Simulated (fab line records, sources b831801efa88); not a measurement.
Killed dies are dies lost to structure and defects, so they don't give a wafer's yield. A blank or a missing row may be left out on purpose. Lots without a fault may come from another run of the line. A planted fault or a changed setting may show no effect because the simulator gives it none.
A struck lot beside a sound one | flow sky130 | 17 steps out of a route of 708
Sound: wafers L736.1, L736.3, L736.4. Struck: wafers L743.1, L743.4, L743.5. The cause comes at the end.
At each step with rows: each side's tool, then ch and its chambers, then its first start. Under that, the readings that differ: sound wafers | struck wafers | difference of the means | sigmas: that difference in standard deviations of wafers without a fault.
alike: readings whose means differ by less than 2 such deviations, and words and numbers that are the same on both sides. not compared: withheld readings, readings that some wafer has no value for, bounds like >300 that may hide the same value, and numbers for which the record gives no deviation and whose values overlap.
The two part at a step that has a row with sigmas, a row that says differs or no value, or rows on one side only. Numbers that don't overlap but have no deviation are shown without sigmas and don't part them. A reading that every wafer of one side lacks parts them only if that side has two wafers or more.

first, 2 steps without rows for these wafers: SKY_CONTACT_PEB_12; SKY_CONTACT_DEVELOP_13 (develop time 60 s).
SKY_CONTACT_CD_MEAS_14: target cd 170 nm.
  sound on cd_sem-02, day 32 03:13; struck on cd_sem-02, day 34 13:00
  reading    | sound             | struck            | difference | sigmas
  cd_nm (nm) | 167.3 166.9 167.8 | 169.6 170.3 171.7 | +3.2       | +2
SKY_CONTACT_OVL_MEAS_15:
  sound on overlay-01, day 32 03:20; struck on overlay-01, day 34 13:07
  alike: CONTACT_OVL
SKY_CONTACT_ETCH_16: etches BARC in N2/H2, stops on SiO2, time 45.9 s, target depth 60 nm.
  sound on rie_diel-03 ch 0,1,2, day 32 03:22; struck on rie_diel-02 ch 1,2, day 34 13:10
  alike: drypump_motor_current_A, oes_product_au, rf_fwd_power_W, throttle_valve_pct
  not compared: rf_hours_counter_h
SKY_CONTACT_ETCH_17: etches SiO2 in C4F8/O2/Ar, stops on Si3N4, target depth 340 nm.
  sound on rie_diel-03 ch 0,1,2, day 32 03:25; struck on rie_diel-02 ch 1,2, day 34 13:12
  alike: oes_product_au, rf_fwd_power_W
SKY_CONTACT_ETCH_18: etches Si3N4 in CHF3/O2, stops on TiN, time 39 s, target depth 75 nm.
  sound on rie_diel-03 ch 0,1,2; struck on rie_diel-02 ch 1,2
  alike: O2_flow_sccm, drypump_motor_current_A, oes_product_au, rf_fwd_power_W, throttle_valve_pct
  not compared: rf_hours_counter_h
SKY_CONTACT_STRIP_19: strips in O2/N2.
  sound on plasma_asher-01 ch 0,1, day 32 03:31; struck on plasma_asher-04 ch 0,1, day 34 13:17
  alike: drypump_motor_current_A, oes_product_au, strip_time_to_endpoint_s
  not compared: rf_hours_counter_h
then, 4 steps without rows for these wafers: SKY_CONTACT_STRIP_20 (strips in post etch residue remover, time 1200 s); SKY_CONTACT_CLEAN_21 (cleans in IPA, time 180 s); SKY_CONTACT_CLEAN_22 (cleans in O3/DIW); SKY_CONTACT_SPUTTER_23 (material TiN, target thk 20 nm, time 80 s).
SKY_CONTACT_CVD_24: deposits W, target thk 340 nm, time 102.12 s.
  sound on cvd_w-01 ch 0,1, day 32 04:11; struck on cvd_w-02 ch 1, day 34 14:20
  reading                               | sound             | struck            | difference | sigmas
  model.W_of_CONTACT_CVD_24.thk_nm (nm) | 344.1 342.4 347.3 | 361.2 362.3 362.3 | +17.3      |
  alike: heater_power_w
SKY_CONTACT_RS_MEAS_25: measures by four-point-probe.
  sound on film_metro-02, day 32 04:19; struck on film_metro-03, day 34 14:45
  reading               | sound             | struck            | difference | sigmas
  CONTACT_W_RS (ohm/sq) | 0.334 0.336 0.330 | 0.317 0.317 0.316 | -0.017     | -5
  not compared: hold
SKY_CONTACT_THK_MEAS_26: measures by xrf.
  sound on film_metro-02, day 32 04:26; struck on film_metro-03, day 34 21:30
  reading            | sound       | struck      | difference | sigmas
  CONTACT_W_THK (nm) | 351 350 355 | 369 368 368 | +16        | +3
  not compared: hold
SKY_CONTACT_CMP_27: polishes, stops on SiO2, t overpolish 15 s, target thk 0 nm.
  sound on cmp-02 ch 0,1,2, day 32 04:29; struck on cmp-02 ch 2,3, day 34 23:35
  reading | sound | struck                                                                     | difference                   | sigmas
  hold    | - - - | await_dispo/2.0h/release await_dispo/2.0h/release await_dispo/2.0h/release | no value on the sound wafers |
  alike: edge_zone_pressure_frac, motor_current_A
-- the record jumps here: 13 days lie between the struck wafers' starts before and after (it left off in module CONTACT and takes up again in module PAD_OPEN, whose first step shown is number 708 of the route) --
SKY_PAD_OPEN_PROBE_99:
  sound on prober-02, day 46 10:22; struck on prober-01, day 48 04:07
  alike: killed_at_M0_to_M3, killed_at_M4_up, killed_at_contacts, killed_at_front_end, killed_at_other, killed_dies, killed_on_rim, killed_open, killed_short

WHERE THEY PART
First at SKY_CONTACT_CD_MEAS_14; last, within this record, at SKY_CONTACT_CMP_27. Later steps at which nothing parts them and some readings are alike: SKY_PAD_OPEN_PROBE_99.

WHY: what the simulator had put in
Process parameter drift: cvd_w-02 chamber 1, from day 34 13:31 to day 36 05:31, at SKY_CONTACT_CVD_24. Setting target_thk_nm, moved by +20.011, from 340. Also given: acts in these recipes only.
